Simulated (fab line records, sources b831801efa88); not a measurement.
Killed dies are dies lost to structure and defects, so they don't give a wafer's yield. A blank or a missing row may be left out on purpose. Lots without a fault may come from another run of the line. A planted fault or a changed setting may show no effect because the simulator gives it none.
Problem report in the 8D (eight disciplines) form, filled by code | flow sky130 | the parts of the form that need people (team, actions taken, sign-off) are left out

1. THE PROBLEM
oes_product_au at SKY_VIA2_ETCH_14 reads a mean of 0.936 a.u. on 2 wafers of 1 lot; wafers without a fault read 0.855 a.u. with a standard deviation of 0.0048. That is +17 standard deviations from the usual mean.
The step: etches BARC in N2/H2, stops on SiO2, time 45.9 s, target depth 60 nm.
First seen on wafer L844.3, day 37 14:08, on rie_diel-01. The record holds 39 wafers of 13 lots with a number at this step. Rule for "out", or "out of limits": more than 4 standard deviations from the usual mean. The other wafers with a number count as sound.

2. WHAT IT IS AND WHAT IT IS NOT
question                    | is                           | is not
which readings at this step | oes_product_au, run_length_s | drypump_motor_current_A
which lots                  | L844                         | L838, L839, L841, L842, L851, L853, L854, L855, L857, L859, L860, L861
which wafers of those lots  | L844.3, L844.5               | L844.1
read on which tools         | rie_diel-01                  | rie_diel-03, rie_diel-04
when                        | from day 37 14:08            | up to then (13 sound wafers); but 24 sound wafers of L851, L853, L854, L855, L857, L859, L860, L861 came after

3. SUSPECTS, AND WHAT RULES EACH OUT
Counting: a tool at a process step up to the reading stays a suspect if it ran every lot that is out. Sound lots after the first of them don't rule it out here, since some wafers of a struck lot are sound.
- rie_diel-01 at SKY_VIA2_ETCH_14 (etches BARC in N2/H2, stops on SiO2, time 45.9 s, target depth 60 nm): kept. It ran the lot that is out, L844 (day 37 14:08); its last sound lot up to then is L842 (day 36 22:56). Its own readings are out on those wafers: oes_product_au, run_length_s.
- Within rie_diel-01 at SKY_VIA2_ETCH_14: the wafers that are out ran in chambers 0, 2; their sound lot-mates ran in chamber 3.
Left after counting: rie_diel-01 at SKY_VIA2_ETCH_14.

4. THE CAUSE (what the simulator had put in)
Process parameter drift: rie_diel-01, from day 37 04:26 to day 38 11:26, at SKY_VIA2_ETCH_14. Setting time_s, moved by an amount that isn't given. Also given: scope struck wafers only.
Counting left only this tool.

5. THE CHAIN OF EFFECTS, in route order
Each row: a reading whose mean over the struck wafers that have a number lies more than 3 standard deviations from the usual. Only readings for which the record gives a usual standard deviation are gone through. hours: the time from each lot's start at the first step in this table that gives one to its start at this step, as a median over the lots. sigmas: the change in usual standard deviations.
hours | step             | reading        | usual      | on struck wafers | change | sigmas
0     | SKY_VIA2_ETCH_14 | oes_product_au | 0.855 a.u. | 0.936            | +0.081 | +17
0     | SKY_VIA2_ETCH_14 | run_length_s   | 74.1 s     | 69.7             | -4.4   | -11
The process steps in it:
- SKY_VIA2_ETCH_14: etches BARC in N2/H2, stops on SiO2, time 45.9 s, target depth 60 nm.

6. WHAT WOULD HAVE CAUGHT IT SOONER
In this record the first reading out of limits was taken at day 37 14:08, 10 hours after the fault began at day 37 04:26.
